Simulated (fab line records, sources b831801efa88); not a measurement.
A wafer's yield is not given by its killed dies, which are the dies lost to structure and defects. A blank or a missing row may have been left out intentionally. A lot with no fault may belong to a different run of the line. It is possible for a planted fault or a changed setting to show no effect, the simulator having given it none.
fab line records	flow sky130
record lots=6	wafers=18	last-day=49
route steps=708 shown SONOS_ONO@172 GATE_OXIDE@187 POLY_GATE@204 RES_PROTECT@206 SALICIDE@361 PAD_OPEN@708
lots that met no fault: from a run of the same line without faults
start-h: the number of hours between the record's first day and the start of the first shown wafer of the lot	wait-h: time in hours since the lot's previous step	" as in the row above	L1.1+2: one row covering several wafers at once	- no value, or no start given	* or withheld: withheld	< > ~ a bound
route shown NAME@n: NAME is a module with steps in the file, n the number in the route of the first one	usual: average and standard deviation across the fault-free wafers	same: alike in all rows	chamber/n: place in a boat	sites: the reading at each site	_std_site: standard deviation of those values	_edge_site: inner sites' mean taken away from outer sites' mean	radius-mm: for every site, how far away it sits from the centre of the wafer	mask NAME#n: copy n	behind: the most recent tool/chamber to have shaped the wafer	hold: reason for holding the lot/hours on hold/outcome of the hold	device: which transistor (n, p or np) failed to switch	end of line: tests run on the same wafers once the route is complete	a step without rows: its recipe alone	killed: the dies lost at the first sort to structure and to defects; this is not the yield of the wafer	map: dies across one wafer; x = killed, . = not, _ = none there
set.NAME: the setting that was run; set.NAME@STEP: the one run at that earlier step	model.NAME: the simulator's own value behind a step, which no gauge read
lots at selected steps of the route; one table per step, one row per wafer
services: a tool's chamber out of use, with start hour (start-h, from the record's first day; less than 0 if before it), hours out, and reason
## steps
# step SKY_SONOS_ONO_CVD_04
# recipe material=SiO2	precursor=SiH4/N2O	target-thk-nm=5.7199	temp-c=900	pressure-mtorr=400
# step SKY_SONOS_ONO_THK_MEAS_05
# recipe reads=SiO2_of_SONOS_ONO_CVD_04
# usual SONOS_ONO_CVD_04_THK=5.73/0.11
lot.wafer	tool	chamber	start-h	wait-h	SONOS_ONO_CVD_04_THK[nm]
L382.4	film-metro-01	-	259.77	0.0	5.64
L382.5	"	-	"	"	5.65
L382.6	"	-	"	"	5.55
L386.2	film-metro-01	-	297.49	0.0	5.66
L386.4	"	-	"	"	5.53
L386.5	"	-	"	"	5.65
L393.3	film-metro-01	-	367.00	0.0	5.72
L393.4	"	-	"	"	5.70
L393.6	"	-	"	"	5.62
L394.2	film-metro-01	-	367.05	0.1	5.68
L394.4	"	-	"	"	5.73
L394.5	"	-	"	"	5.64
L395.2	film-metro-02	-	399.47	0.0	5.60
L395.3	"	-	"	"	5.51
L395.6	"	-	"	"	5.57
L400.2	film-metro-02	-	412.82	0.0	5.81
L400.3	"	-	"	"	5.83
L400.6	"	-	"	"	5.79
# step SKY_SONOS_ONO_DEHYDRATE_06
# recipe temp-c=200	time-s=60
# step SKY_SONOS_ONO_HMDS_07
# recipe prime-time-s=60	prime-temp-c=120
# step SKY_SONOS_ONO_COAT_08
# recipe resist=NOVOLAK	spin-rpm=3000	resist-thk-nm=1140
# step SKY_SONOS_ONO_SOFTBAKE_09
# recipe temp-c=90	time-s=60	resist=NOVOLAK
# step SKY_SONOS_ONO_EXPOSE_10
# recipe mask-id=ONOM	target-cd-nm=410	na=0.6	source-shape=conventional	sigma-outer=0.6	dose-mj=150
# step SKY_SONOS_ONO_PEB_11
# recipe temp-c=withheld	time-s=*	resist=NOVOLAK
# step SKY_SONOS_ONO_DEVELOP_12
# recipe develop-time-s=60	dev-temp-c=23
# step SKY_SONOS_ONO_CD_MEAS_13
# recipe target-cd-nm=410
# usual cd-nm=410.5/1.7
lot.wafer	tool	chamber	start-h	wait-h	cd-nm
L382.4	cd-sem-02	-	285.08	0.1	412.7
L382.5	"	-	"	"	412.6
L382.6	"	-	"	"	412.2
L386.2	cd-sem-01	-	323.56	0.1	410.4
L386.4	"	-	"	"	412.0
L386.5	"	-	"	"	411.6
L393.3	cd-sem-01	-	394.30	0.2	409.8
L393.4	"	-	"	"	409.3
L393.6	"	-	"	"	409.7
L394.2	cd-sem-01	-	394.58	0.2	412.3
L394.4	"	-	"	"	413.7
L394.5	"	-	"	"	412.5
L395.2	cd-sem-02	-	429.69	0.1	409.4
L395.3	"	-	"	"	410.0
L395.6	"	-	"	"	410.6
L400.2	cd-sem-01	-	443.16	0.1	407.7
L400.3	"	-	"	"	408.9
L400.6	"	-	"	"	407.4
# step SKY_SONOS_ONO_OVL_MEAS_14
# usual SONOS_ONO_OVL=2.0/1.5
lot.wafer	tool	chamber	start-h	wait-h	SONOS_ONO_OVL[nm]
L382.4	overlay-01	-	285.16	0.1	1.8
L382.5	"	-	"	"	3.2
L382.6	"	-	"	"	3.1
L386.2	overlay-02	-	323.67	0.1	1.7
L386.4	"	-	"	"	3.6
L386.5	"	-	"	"	1.6
L393.3	overlay-01	-	394.39	0.1	1.4
L393.4	"	-	"	"	-1.8
L393.6	"	-	"	"	-1.3
L394.2	overlay-01	-	394.69	0.1	2.1
L394.4	"	-	"	"	3.2
L394.5	"	-	"	"	3.2
L395.2	overlay-01	-	429.80	0.1	-0.7
L395.3	"	-	"	"	-0.4
L395.6	"	-	"	"	1.5
L400.2	overlay-02	-	443.26	0.1	2.3
L400.3	"	-	"	"	3.9
L400.6	"	-	"	"	2.7
# step SKY_SONOS_ONO_ETCH_15
# recipe target-depth-nm=19.52	chemistry=CHF3/O2	source-w=600	bias-w=200	pressure-mtorr=40	chf3-flow-sccm=50	O2_flow_sccm=5	time-s=7.8
# usual bias-w=200.0/0.62	chf3-flow-sccm=50.01/0.14	drypump-motor-current-A=5.7/0.41	oes-product-au=0.999/0.0089	throttle-valve-pct=8.823/0.0087
# same time-s=7.8
lot.wafer	tool	chamber	start-h	wait-h	bias-w	chf3-flow-sccm	drypump-motor-current-A	oes-product-au	rf-hours-counter-h	throttle-valve-pct
L382.4	rie-diel-04	3	285.18	0.0	199.1	50.01	5.0	0.992	121	8.813
L382.5	"	3	"	"	200.3	49.99	5.0	1.001	-	8.821
L382.6	"	0	"	"	198.2	50.08	5.0	0.993	-	8.821
L386.2	rie-diel-02	3	323.70	0.0	200.2	50.13	6.0	1.009	1	8.829
L386.4	"	0	"	"	200.1	49.79	5.9	0.999	72	8.842
L386.5	"	3	"	"	200.1	49.96	6.0	1.006	-	8.815
L393.3	rie-diel-02	2	394.42	0.0	199.8	50.10	6.3	0.998	98	8.817
L393.4	"	1	"	"	201.0	50.01	5.4	1.007	2	8.813
L393.6	"	2	"	"	199.7	49.88	6.3	0.999	-	8.820
L394.2	rie-diel-01	3	394.72	0.0	199.7	50.09	5.3	0.973	4	8.826
L394.4	"	0	"	"	200.2	49.78	5.5	0.990	2	8.813
L394.5	"	0	"	"	198.9	50.10	5.5	0.993	-	8.823
L395.2	rie-diel-02	1	429.83	0.0	199.8	49.82	5.3	1.008	3	8.832
L395.3	"	2	"	"	200.2	50.05	6.2	0.998	98	8.819
L395.6	"	3	"	"	200.0	50.30	6.1	0.993	-	8.833
L400.2	rie-diel-01	2	443.29	0.0	200.5	50.07	6.3	0.997	12	8.834
L400.3	"	3	"	"	200.4	50.24	5.3	0.994	4	8.813
L400.6	"	0	"	"	199.5	50.08	5.5	0.996	-	8.825
# step SKY_SONOS_ONO_WET_ETCH_16
# recipe chemistry=dHF	target-depth-nm=14	dry=n2-spin	target=SiO2	dilution=100:1	temp-c=25	time-s=280
# usual run-length-s=309/3.8	temp-c=24.97/0.11
lot.wafer	tool	chamber	start-h	wait-h	run-length-s	temp-c	model.SiO2_of_FIELD_ISO_CVD_24.thk-nm
L382.4	wet-bench-01	3	285.20	0.0	313	25.00	382
L382.5	"	3	"	"	313	25.12	384.1
L382.6	"	3	"	"	313	25.09	383.3
L386.2	wet-bench-03	2	323.72	0.0	307	25.12	384.7
L386.4	"	2	"	"	307	24.83	383.4
L386.5	"	2	"	"	307	25.09	384.5
L393.3	wet-bench-01	2	394.44	0.0	150	24.95	393.3
L393.4	"	2	"	"	150	25.05	392.7
L393.6	"	2	"	"	150	24.94	393.9
L394.2	wet-bench-01	2	394.74	0.0	150	24.90	391.8
L394.4	"	2	"	"	150	25.15	392.9
L394.5	"	2	"	"	150	24.95	391.9
L395.2	wet-bench-04	2	429.85	0.0	308	24.97	384
L395.3	"	2	"	"	308	24.92	383
L395.6	"	2	"	"	308	24.88	382.9
L400.2	wet-bench-04	0	443.32	0.0	305	24.92	384
L400.3	"	0	"	"	305	24.90	384.3
L400.6	"	0	"	"	305	24.98	384.6
# step SKY_SONOS_ONO_STRIP_17
# recipe chemistry=O2/N2	power-w=1400	pressure-mtorr=1500	platen-temp-c=withheld	o2-flow-sccm=3000	n2-flow-sccm=300	overash-fraction=0.5
# usual drypump-motor-current-A=5.6/0.46	oes-product-au=0.709/0.0045	strip-time-to-endpoint-s=14.11/0.042
lot.wafer	tool	chamber	start-h	wait-h	drypump-motor-current-A	oes-product-au	rf-hours-counter-h	strip-time-to-endpoint-s
L382.4	plasma-asher-01	1	285.34	0.0	6.2	0.706	-	14.10
L382.5	"	0	"	"	5.4	0.701	-	14.11
L382.6	"	1	"	"	6.2	0.706	-	14.13
L386.2	plasma-asher-02	0	323.80	0.0	5.2	0.705	52	14.12
L386.4	"	0	"	"	5.2	0.709	-	14.13
L386.5	"	1	"	"	5.2	0.705	-	14.08
L393.3	plasma-asher-01	0	394.56	0.1	5.4	0.714	-	14.03
L393.4	"	1	"	"	6.2	0.709	-	14.04
L393.6	"	1	"	"	6.2	0.713	-	14.07
L394.2	plasma-asher-02	1	394.82	0.0	5.2	0.706	60	14.22
L394.4	"	1	"	"	5.2	0.715	-	14.20
L394.5	"	1	"	"	5.2	0.711	-	14.15
L395.2	plasma-asher-02	1	429.94	0.0	5.2	0.700	63	14.12
L395.3	"	0	"	"	5.1	0.714	-	14.17
L395.6	"	0	"	"	5.1	0.700	-	14.18
L400.2	plasma-asher-01	1	443.40	0.0	6.2	0.707	30	14.09
L400.3	"	0	"	"	5.4	0.701	-	14.04
L400.6	"	0	"	"	5.4	0.708	-	14.06
# step SKY_SONOS_ONO_WET_ETCH_18
# recipe chemistry=H3PO4	target-depth-nm=15	target=Si3N4	temp-c=160	time-s=172
# step SKY_GATE_OXIDE_CLEAN_00
# recipe chemistry=SC1/SC2	mix=1:4:20	temp-c=70	time-s=150	dry=n2-spin
# step SKY_GATE_OXIDE_OXIDATION_01
# recipe temp-c=900	ambient=O2	stabilise-s=600	purge-s=300	target-thk-a=102.68	ox-time-s=1473
# step SKY_GATE_OXIDE_THK_MEAS_02
# recipe reads=SiO2_of_GATE_OXIDE_OXIDATION_01
# usual GATE_OXIDE_OXIDATION_00_THK=10.17/0.24
lot.wafer	tool	chamber	start-h	wait-h	GATE_OXIDE_OXIDATION_00_THK[nm]
L382.4	film-metro-03	-	287.72	0.0	9.99
L382.5	"	-	"	"	10.18
L382.6	"	-	"	"	10.04
L386.2	film-metro-03	-	325.87	0.0	10.21
L386.4	"	-	"	"	10.17
L386.5	"	-	"	"	10.23
L393.3	film-metro-03	-	396.16	0.0	9.91
L393.4	"	-	"	"	9.93
L393.6	"	-	"	"	9.83
L394.2	film-metro-04	-	396.45	0.0	10.29
L394.4	"	-	"	"	10.41
L394.5	"	-	"	"	10.27
L395.2	film-metro-04	-	432.69	0.0	9.70
L395.3	"	-	"	"	9.64
L395.6	"	-	"	"	9.88
L400.2	film-metro-02	-	445.03	0.0	9.95
L400.3	"	-	"	"	9.77
L400.6	"	-	"	"	9.76
# step SKY_GATE_OXIDE_DEHYDRATE_03
# recipe temp-c=200	time-s=60
# step SKY_GATE_OXIDE_HMDS_04
# recipe prime-time-s=60	prime-temp-c=120
# step SKY_GATE_OXIDE_COAT_05
# recipe resist=NOVOLAK	spin-rpm=3000	resist-thk-nm=1140
# step SKY_GATE_OXIDE_SOFTBAKE_06
# recipe temp-c=90	time-s=60	resist=NOVOLAK
# step SKY_GATE_OXIDE_EXPOSE_07
# recipe mask-id=LVOM	na=0.6	source-shape=conventional	sigma-outer=0.6	polarization=unpolarized	target-cd-nm=600	dose-mj=170
# step SKY_GATE_OXIDE_PEB_08
# recipe temp-c=withheld	time-s=*	resist=NOVOLAK
# step SKY_GATE_OXIDE_DEVELOP_09
# recipe resist=NOVOLAK	developer=TMAH	develop-time-s=62.48	dev-temp-c=23
# step SKY_GATE_OXIDE_OVL_MEAS_10
# usual GATE_OXIDE_OVL=0.9/1.6
lot.wafer	tool	chamber	start-h	wait-h	GATE_OXIDE_OVL[nm]
L382.4	overlay-02	-	313.84	0.1	2.7
L382.5	"	-	"	"	2.7
L382.6	"	-	"	"	0.4
L386.2	overlay-02	-	352.38	0.1	1.8
L386.4	"	-	"	"	3.6
L386.5	"	-	"	"	1.6
L393.3	overlay-01	-	426.19	0.1	1.3
L393.4	"	-	"	"	4.3
L393.6	"	-	"	"	3.3
L394.2	overlay-01	-	426.43	0.1	-1.4
L394.4	"	-	"	"	-0.7
L394.5	"	-	"	"	-1.3
L395.2	overlay-01	-	462.85	0.1	1.6
L395.3	"	-	"	"	0.7
L395.6	"	-	"	"	0.8
L400.2	overlay-01	-	474.88	0.1	1.0
L400.3	"	-	"	"	-1.1
L400.6	"	-	"	"	0.0
# step SKY_GATE_OXIDE_IMPLANT_11
# recipe species=B	energy-kev=10	dose-cm2=2.6e+12	tilt-deg=withheld
# step SKY_GATE_OXIDE_WET_ETCH_12
# recipe chemistry=dHF	target-depth-nm=16.8	dry=n2-spin	target=SiO2	dilution=100:1	temp-c=25	time-s=336
# step SKY_GATE_OXIDE_STRIP_13
# recipe chemistry=O2/N2	power-w=1400	pressure-mtorr=1500	platen-temp-c=withheld	o2-flow-sccm=3000	n2-flow-sccm=300	overash-fraction=0.5
# usual drypump-motor-current-A=6.0/0.34	oes-product-au=0.716/0.0045	strip-time-to-endpoint-s=14.20/0.039
lot.wafer	tool	chamber	start-h	wait-h	drypump-motor-current-A	oes-product-au	rf-hours-counter-h	strip-time-to-endpoint-s
L382.4	plasma-asher-03	0	314.15	0.0	6.3	0.718	-	14.23
L382.5	"	1	"	"	5.9	0.718	-	14.18
L382.6	"	0	"	"	6.3	0.712	-	14.18
L386.2	plasma-asher-04	1	352.67	0.0	5.6	0.708	64	14.17
L386.4	"	0	"	"	6.2	0.719	-	14.20
L386.5	"	0	"	"	6.2	0.713	-	14.25
L393.3	plasma-asher-04	1	426.49	0.0	5.5	0.715	-	14.22
L393.4	"	0	"	"	6.3	0.725	-	14.20
L393.6	"	1	"	"	5.5	0.716	-	14.16
L394.2	plasma-asher-04	1	426.71	0.0	5.5	0.719	72	14.16
L394.4	"	1	"	"	5.6	0.714	-	14.17
L394.5	"	0	"	"	6.2	0.716	-	14.18
L395.2	plasma-asher-01	0	463.14	0.0	5.4	0.715	33	14.19
L395.3	"	1	"	"	6.2	0.715	-	14.15
L395.6	"	1	"	"	6.2	0.716	-	14.16
L400.2	plasma-asher-04	0	475.17	0.0	6.2	0.719	78	14.20
L400.3	"	1	"	"	5.5	0.715	-	14.18
L400.6	"	1	"	"	5.5	0.713	-	14.15
# step SKY_GATE_OXIDE_TW_MEAS_14
# usual GATE_OXIDE_TW=224.9/2.6
lot.wafer	tool	chamber	start-h	wait-h	GATE_OXIDE_TW
L382.4	film-metro-02	-	314.24	0.1	227.1
L382.5	"	-	"	"	227.3
L382.6	"	-	"	"	226.7
L386.2	film-metro-04	-	352.78	0.1	225.5
L386.4	"	-	"	"	225.4
L386.5	"	-	"	"	225.4
L393.3	film-metro-02	-	426.58	0.1	227.2
L393.4	"	-	"	"	227.7
L393.6	"	-	"	"	227.7
L394.2	film-metro-04	-	426.82	0.1	226.1
L394.4	"	-	"	"	226.0
L394.5	"	-	"	"	224.5
L395.2	film-metro-04	-	463.25	0.1	225.4
L395.3	"	-	"	"	225.9
L395.6	"	-	"	"	225.2
L400.2	film-metro-04	-	475.28	0.1	224.6
L400.3	"	-	"	"	225.9
L400.6	"	-	"	"	226.4
# step SKY_GATE_OXIDE_CLEAN_15
# recipe chemistry=SC1/SC2	mix=1:4:20	temp-c=70	time-s=150	dry=n2-spin
# step SKY_GATE_OXIDE_OXIDATION_16
# recipe temp-c=800	ambient=O2	idle-temp-c=700	ramp-up-c-per-min=10	ramp-down-c-per-min=3	stabilise-s=600	purge-s=300	target-thk-a=35.7	ox-time-s=1915
# step SKY_POLY_GATE_CVD_00
# recipe material=poly-Si	target-thk-nm=180	temp-c=620	time-s=720	pressure-mtorr=200
# step SKY_POLY_GATE_THK_MEAS_01
# recipe reads=poly-Si_of_POLY_GATE_CVD_00
# usual POLY_GATE_CVD_00_THK=179.1/1.6
lot.wafer	tool	chamber	start-h	wait-h	POLY_GATE_CVD_00_THK[nm]
L382.4	film-metro-03	-	317.29	0.0	178.1
L382.5	"	-	"	"	178.5
L382.6	"	-	"	"	177.4
L386.2	film-metro-03	-	356.62	0.0	179.2
L386.4	"	-	"	"	180.6
L386.5	"	-	"	"	179.4
L394.2	film-metro-01	-	429.66	0.0	181.9
L394.4	"	-	"	"	180.2
L394.5	"	-	"	"	180.8
L393.3	film-metro-03	-	429.67	0.0	179.8
L393.4	"	-	"	"	179.3
L393.6	"	-	"	"	179.1
L395.2	film-metro-01	-	466.72	0.0	179.2
L395.3	"	-	"	"	179.9
L395.6	"	-	"	"	179.2
L400.2	film-metro-02	-	478.12	0.0	178.1
L400.3	"	-	"	"	178.9
L400.6	"	-	"	"	177.5
# step SKY_RES_PROTECT_DEHYDRATE_00
# recipe temp-c=200	time-s=60
# step SKY_RES_PROTECT_HMDS_01
# recipe prime-time-s=60	prime-temp-c=120
# step SKY_RES_PROTECT_COAT_02
# recipe resist=NOVOLAK	spin-rpm=3036	resist-thk-nm=1140
# step SKY_RES_PROTECT_SOFTBAKE_03
# recipe temp-c=90	time-s=60	resist=NOVOLAK
# step SKY_RES_PROTECT_EXPOSE_04
# recipe mask-id=RPM	na=0.6	source-shape=conventional	sigma-outer=0.6	polarization=unpolarized	target-cd-nm=1270	dose-mj=131
# step SKY_RES_PROTECT_PEB_05
# recipe temp-c=withheld	time-s=*	resist=NOVOLAK
# step SKY_RES_PROTECT_DEVELOP_06
# recipe resist=NOVOLAK	developer=TMAH	develop-time-s=60	dev-temp-c=23
# step SKY_POLY_GATE_IMPLANT_02
# recipe species=P	energy-kev=30	dose-cm2=7.7e+15	tilt-deg=0
# step SKY_SALICIDE_CLEAN_00
# recipe chemistry=HF-last	time-s=30	dilution=100:1	dry=ipa-marangoni
# same time-s=30
lot.wafer	tool	chamber	start-h	wait-h	model.SiO2_of_FIELD_ISO_CVD_24.thk-nm
L382.4	wet-bench-01	1	654.87	0.0	356.6
L382.5	"	1	"	"	358.7
L382.6	"	1	"	"	358
L386.2	wet-bench-01	0	689.64	0.1	359.6
L386.4	"	0	"	"	358.2
L386.5	"	0	"	"	359.2
L393.3	wet-bench-01	1	759.45	0.1	367.9
L393.4	"	1	"	"	367.3
L393.6	"	1	"	"	368.4
L394.2	wet-bench-02	3	760.74	0.1	366.7
L394.4	"	3	"	"	367.7
L394.5	"	3	"	"	366.5
L395.2	wet-bench-01	0	794.35	0.1	358.7
L395.3	"	0	"	"	357.7
L395.6	"	0	"	"	357.6
L400.2	wet-bench-02	1	801.74	0.1	358.6
L400.3	"	1	"	"	359
L400.6	"	1	"	"	359.2
# step SKY_PAD_OPEN_PROBE_99
# usual killed_at_M0_to_M3=43/7.7	killed_at_M4_up=3.4/1.9	killed-at-contacts=25/5.6	killed-at-front-end=14/4.3	killed-at-other=0.2/0.5	killed-dies=86/10	killed-open=47/7.2	killed-short=39/6.7
# same gross-dies=492	killed-at-back-side=0
lot.wafer	tool	chamber	start-h	wait-h	killed_at_M0_to_M3	killed_at_M4_up	killed-at-contacts	killed-at-front-end	killed-at-other	killed-dies	killed-open	killed-short	model.etest.field-n.vt-v	model.etest.sram-nfet-pass.off-log10-a-um	model.etest.pfet_01v8_lvt.off-log10-a-um	model.etest.pfet-g5v0d10v5.vt-sat-v	model.etest.pfet_16v.vt-v	model.etest.pfet-g5v0d10v5.vt-v	model.etest.pfet-g5v0d10v5.vt-long-v	model.etest.pfet_01v8_lvt.vt-sat-v
L382.4	prober-01	-	1079.29	0.2	37	1	26	19	0	83	54	29	34.7	-12.55	-9.027	-0.6341	-1.117	-0.8196	-0.9423	-0.4568
L382.5	prober-01	-	1079.34	0.2	30	2	30	16	1	79	39	40	34.83	-12.61	-8.999	-0.6804	-1.115	-0.8695	-0.9422	-0.4571
L382.6	prober-01	-	1079.39	0.2	46	2	22	14	1	85	44	41	36.66	-12.55	-8.86	-0.6737	-1.119	-0.8636	-0.9487	-0.4546
L386.2	prober-01	-	1109.16	0.1	50	3	14	18	0	85	41	44	35.77	-12.5	-8.888	-0.627	-1.102	-0.8203	-0.9326	-0.4313
L386.4	prober-01	-	1109.26	0.2	45	5	28	15	0	93	57	36	36.73	-12.83	-8.959	-0.6647	-1.103	-0.8562	-0.9331	-0.4338
L386.5	prober-01	-	1109.31	0.2	49	2	23	13	0	87	49	38	36.64	-12.47	-8.767	-0.6529	-1.094	-0.842	-0.9232	-0.4338
L393.3	prober-02	-	1154.49	0.2	30	3	24	19	0	76	41	35	36.6	-13.06	-8.876	-0.6347	-1.095	-0.8193	-0.9247	-0.4409
L393.4	prober-02	-	1154.54	0.2	41	0	18	14	0	73	38	35	36.51	-13.06	-9.07	-0.6659	-1.097	-0.8462	-0.9308	-0.4469
L393.6	prober-02	-	1154.64	0.2	52	3	28	12	0	95	50	45	36.48	-13.07	-8.852	-0.6496	-1.092	-0.8316	-0.9242	-0.4438
L394.2	prober-01	-	1156.26	0.1	28	8	21	17	0	74	38	36	36.17	-13.19	-9.4	-0.6959	-1.149	-0.8786	-0.972	-0.4871
L394.4	prober-01	-	1156.36	0.2	64	7	19	9	0	99	57	42	36.89	-13.22	-9.441	-0.7075	-1.159	-0.8899	-0.9812	-0.4881
L394.5	prober-01	-	1156.41	0.2	40	1	29	16	0	86	51	35	36.57	-13.13	-9.387	-0.7094	-1.17	-0.892	-0.9903	-0.4942
L395.2	prober-02	-	1178.34	0.1	40	2	25	13	0	80	41	39	36.07	-12.24	-9.156	-0.6883	-1.143	-0.8686	-0.9615	-0.4714
L395.3	prober-02	-	1178.39	0.2	41	5	31	11	1	89	44	45	35.25	-12.51	-9.142	-0.7271	-1.14	-0.902	-0.9677	-0.4745
L395.6	prober-02	-	1178.54	0.2	43	6	31	10	0	90	44	46	35.09	-12.85	-9.426	-0.682	-1.143	-0.868	-0.9661	-0.4779
L400.2	prober-01	-	1186.31	0.1	43	10	23	9	1	86	51	35	35.82	-12.31	-8.734	-0.6646	-1.119	-0.8529	-0.9466	-0.4461
L400.3	prober-01	-	1186.36	0.2	51	7	21	15	0	94	45	49	36.58	-12.48	-8.908	-0.6674	-1.123	-0.8542	-0.9519	-0.4429
L400.6	prober-01	-	1186.51	0.2	48	3	23	19	0	93	59	34	35.15	-12.31	-8.683	-0.6507	-1.123	-0.8334	-0.9533	-0.4407
# killed by level:class
L382.4 LI_CONTACT:geometric-particle:open=11 FIELD_ISO:geometric-particle:open=8 CONTACT:geometric-particle:open=8 VIA1:geometric-particle:open=8 VIA3:geometric-particle:open=7 METAL1:geometric-particle:short=6 POLY_GATE:geometric-particle:open=4 METAL2:geometric-particle:short=4
L382.5 CONTACT:geometric-particle:open=9 CONTACT:geometric-particle:short=7 METAL2:geometric-particle:short=7 LI_CONTACT:geometric-particle:open=6 VIA2:geometric-particle:open=5 VIA3:geometric-particle:short=4 LOCAL_INTERCONNECT:geometric-particle:short=4 FIELD_ISO:geometric-particle:short=3
L382.6 VIA1:geometric-particle:open=11 METAL2:geometric-particle:short=8 LI_CONTACT:geometric-particle:open=6 CONTACT:geometric-particle:open=6 VIA3:geometric-particle:open=6 METAL1:geometric-particle:short=5 FIELD_ISO:geometric-particle:open=4 LOCAL_INTERCONNECT:geometric-particle:short=4
L386.2 VIA2:geometric-particle:open=8 VIA1:geometric-particle:open=8 FIELD_ISO:geometric-particle:open=6 METAL1:geometric-particle:short=6 METAL3:geometric-particle:short=6 VIA3:geometric-particle:short=5 POLY_GATE:geometric-particle:open=5 METAL2:geometric-particle:short=5
L386.4 VIA1:geometric-particle:open=15 CONTACT:geometric-particle:open=12 VIA3:geometric-particle:open=10 FIELD_ISO:geometric-particle:short=7 VIA2:geometric-particle:open=7 LI_CONTACT:geometric-particle:open=6 LI_CONTACT:geometric-particle:short=5 POLY_GATE:geometric-particle:open=4
L386.5 VIA1:geometric-particle:open=10 VIA3:geometric-particle:open=10 VIA2:geometric-particle:open=7 VIA2:geometric-particle:short=6 CONTACT:geometric-particle:open=6 LOCAL_INTERCONNECT:geometric-particle:short=5 LI_CONTACT:geometric-particle:open=4 METAL1:geometric-particle:short=4
L393.3 CONTACT:geometric-particle:open=9 CONTACT:geometric-particle:short=7 LI_CONTACT:geometric-particle:open=6 POLY_GATE:geometric-particle:short=5 VIA1:geometric-particle:open=5 POLY_GATE:geometric-particle:open=4 VIA2:geometric-particle:open=4 METAL3:geometric-particle:short=4
L393.4 CONTACT:geometric-particle:open=10 VIA1:geometric-particle:open=10 METAL2:geometric-particle:short=7 VIA1:geometric-particle:short=6 FIELD_ISO:geometric-particle:short=5 VIA3:geometric-particle:open=5 METAL1:geometric-particle:short=4 FIELD_ISO:geometric-particle:open=3
L393.6 VIA1:geometric-particle:short=11 VIA1:geometric-particle:open=10 LI_CONTACT:geometric-particle:open=10 CONTACT:geometric-particle:short=7 CONTACT:geometric-particle:open=6 VIA3:geometric-particle:open=6 VIA2:geometric-particle:open=6 VIA3:geometric-particle:short=4
L394.2 CONTACT:geometric-particle:open=9 FIELD_ISO:geometric-particle:short=8 VIA1:geometric-particle:open=7 METAL2:geometric-particle:short=5 CONTACT:geometric-particle:short=5 METAL4:geometric-particle:short=5 LI_CONTACT:geometric-particle:open=4 FIELD_ISO:geometric-particle:open=3
L394.4 VIA1:geometric-particle:open=15 VIA2:geometric-particle:open=13 CONTACT:geometric-particle:open=8 METAL1:geometric-particle:short=7 VIA1:geometric-particle:short=6 VIA3:geometric-particle:open=6 LI_CONTACT:geometric-particle:open=5 METAL2:geometric-particle:short=5
L394.5 CONTACT:geometric-particle:open=12 LI_CONTACT:geometric-particle:open=9 VIA2:geometric-particle:open=8 VIA1:geometric-particle:open=7 VIA3:geometric-particle:open=7 POLY_GATE:geometric-particle:short=5 VIA1:geometric-particle:short=5 FIELD_ISO:geometric-particle:short=4
L395.2 CONTACT:geometric-particle:open=11 VIA1:geometric-particle:open=11 METAL1:geometric-particle:short=6 METAL2:geometric-particle:short=6 POLY_GATE:geometric-particle:open=5 LI_CONTACT:geometric-particle:open=5 FIELD_ISO:geometric-particle:short=4 CONTACT:geometric-particle:short=4
L395.3 LI_CONTACT:geometric-particle:open=10 METAL1:geometric-particle:short=9 CONTACT:geometric-particle:open=9 VIA1:geometric-particle:open=7 LOCAL_INTERCONNECT:geometric-particle:short=5 VIA3:geometric-particle:open=5 VIA1:geometric-particle:short=4 METAL2:geometric-particle:short=4
L395.6 CONTACT:geometric-particle:open=11 VIA1:geometric-particle:open=10 CONTACT:geometric-particle:short=8 VIA2:geometric-particle:open=7 LI_CONTACT:geometric-particle:open=6 VIA1:geometric-particle:short=6 METAL2:geometric-particle:short=6 METAL4:geometric-particle:short=5
L400.2 CONTACT:geometric-particle:open=11 VIA1:geometric-particle:open=11 METAL4:geometric-particle:short=8 VIA2:geometric-particle:open=6 VIA3:geometric-particle:open=6 METAL1:geometric-particle:short=5 METAL2:geometric-particle:short=5 LI_CONTACT:geometric-particle:open=4
L400.3 METAL2:geometric-particle:short=10 LI_CONTACT:geometric-particle:open=8 VIA3:geometric-particle:open=8 CONTACT:geometric-particle:open=7 VIA1:geometric-particle:short=7 VIA1:geometric-particle:open=6 FIELD_ISO:geometric-particle:short=5 VIA2:geometric-particle:short=5
L400.6 VIA1:geometric-particle:open=13 VIA2:geometric-particle:open=9 CONTACT:geometric-particle:open=8 FIELD_ISO:geometric-particle:open=6 LI_CONTACT:geometric-particle:open=6 CONTACT:geometric-particle:short=6 VIA1:geometric-particle:short=6 VIA3:geometric-particle:open=5
## services
tool	chamber	start-h	hours	kind
plasma-asher-02	-	281.11	0.3	repair
wet-bench-01	-	320.23	1.9	pm
plasma-asher-01	-	377.05	0.9	repair
rie-diel-02	3	420.57	4.5	repair
plasma-asher-01	-	437.47	4.3	pm
plasma-asher-04	-	480.54	1.2	repair
rie-diel-02	1	504.73	3.5	repair
plasma-asher-02	-	506.94	2.8	pm
rie-diel-02	2	513.66	10.8	repair
plasma-asher-01	-	529.21	0.6	repair
plasma-asher-02	-	591.06	4.3	pm
plasma-asher-04	-	616.64	4.3	repair
plasma-asher-02	-	635.22	11.1	pm
rie-diel-02	1	636.88	1.5	repair
plasma-asher-02	-	653.62	4.9	repair
rie-diel-02	-	665.87	2.8	pm
rie-diel-02	0	690.19	9.3	repair
plasma-asher-01	-	690.61	2.8	pm
rie-diel-02	2	695.12	6.3	repair
rie-diel-02	1	706.11	7.7	repair
plasma-asher-04	-	733.75	9.0	pm
rie-diel-02	1	743.77	8.0	repair
rie-diel-02	-	776.58	2.3	repair
rie-diel-02	3	779.52	8.4	repair
## key
first-sign step=SKY_SONOS_ONO_WET_ETCH_16	reading=run-length-s	direction=down	sigmas=42	usual=*	struck=*
effect none on later readings
model-effect step=SKY_SONOS_ONO_WET_ETCH_16	value=SiO2_of_FIELD_ISO_CVD_24.thk-nm	without=384.3	struck=392.8
model-effect step=SKY_SALICIDE_CLEAN_00	value=SiO2_of_FIELD_ISO_CVD_24.thk-nm	without=358.9	struck=367.4
model-effect step=SKY_PAD_OPEN_PROBE_99	value=etest.field-n.vt-v	without=35.71	struck=36.54
met-at SKY_SONOS_ONO_WET_ETCH_16
struck-wafers L393.3,L393.4,L393.6,L394.2,L394.4,L394.5
tester-left-out L393,L394
onset-between 285.20 394.44
fault kind=process-parameter-drift	tool=wet-bench-01	chamber=-	onset-h=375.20	steps=SKY_SONOS_ONO_WET_ETCH_16	channel=time-s	offset=*	shape=step	end-h=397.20	acts-in=*	stated=*
# tester-left-out: of these lots the tester's yield and bins aren't shown, on N5 and GAA mostly nor the transistor test; their killed dies are dies lost to structure and defects alone, not to doping, threshold or leakage, so they don't give the yield
